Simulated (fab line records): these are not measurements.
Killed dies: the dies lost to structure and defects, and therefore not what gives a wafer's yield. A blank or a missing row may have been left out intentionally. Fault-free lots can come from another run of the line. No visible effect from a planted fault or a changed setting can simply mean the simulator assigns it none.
Chamber matching	flow sky130	SKY_CONTACT_CMP_04 on cmp-01 has 4 sister chambers
The step polishes SiO2. 8 wafers are shown with their chamber, then 8 later ones without.

== WAFERS PAIRED WITH THEIR CHAMBERS ==
wafer	chamber	motor_current_A (A)	head_pressure_psi (psi)
L969.3	3	12.6	3.990
L973.5	0	12.5	4.000
L975.1	1	10.8	4.002
L975.4	3	12.9	4.003
L989.2	2	12.4	3.997
L989.3	1	10.5	4.002
L989.4	0	12.5	3.996
L990.1	2	12.7	4.007

== WAFERS MISSING THEIR CHAMBER ==
wafer	motor_current_A (A)	head_pressure_psi (psi)
L990.4	12.3	4.000
L990.6	13.0	4.009
L991.2	10.7	4.005
L991.3	12.6	3.986
L991.6	12.2	3.987
L992.1	12.4	3.993
L992.2	10.8	3.994
L992.3	12.0	4.015

== THE CHAMBER EACH PASSED THROUGH ==
wafer	from the rows above	in truth
L990.4	can't be placed: 0 or 2 or 3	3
L990.6	can't be placed: 3 or 2 or 0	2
L991.2	1	1
L991.3	can't be placed: 3 or 0 or 2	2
L991.6	can't be placed: 0 or 2 or 3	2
L992.1	can't be placed: 0 or 2 or 3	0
L992.2	1	1
L992.3	can't be placed: 2 or 0 or 3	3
Correctly placed: 2 of 8. These rows do not allow placing 6 (true chamber among the candidates in 6). Wrongly placed: 0.
How it was worked out, from the rows above alone: a wafer's distance from a chamber is the root of the sum, over the readings, of the square of ((its reading less the chamber's mean) divided by the reading's scatter). If the next closest chamber is less than 2 further off than the closest, the wafer can't be placed; otherwise it belongs to the closest. Each chamber's mean is taken over the wafers shown for it. The scatter: take each reading less its chamber's mean, square it, sum over the shown wafers, divide by the number of wafers less the number of chambers, and take the root.
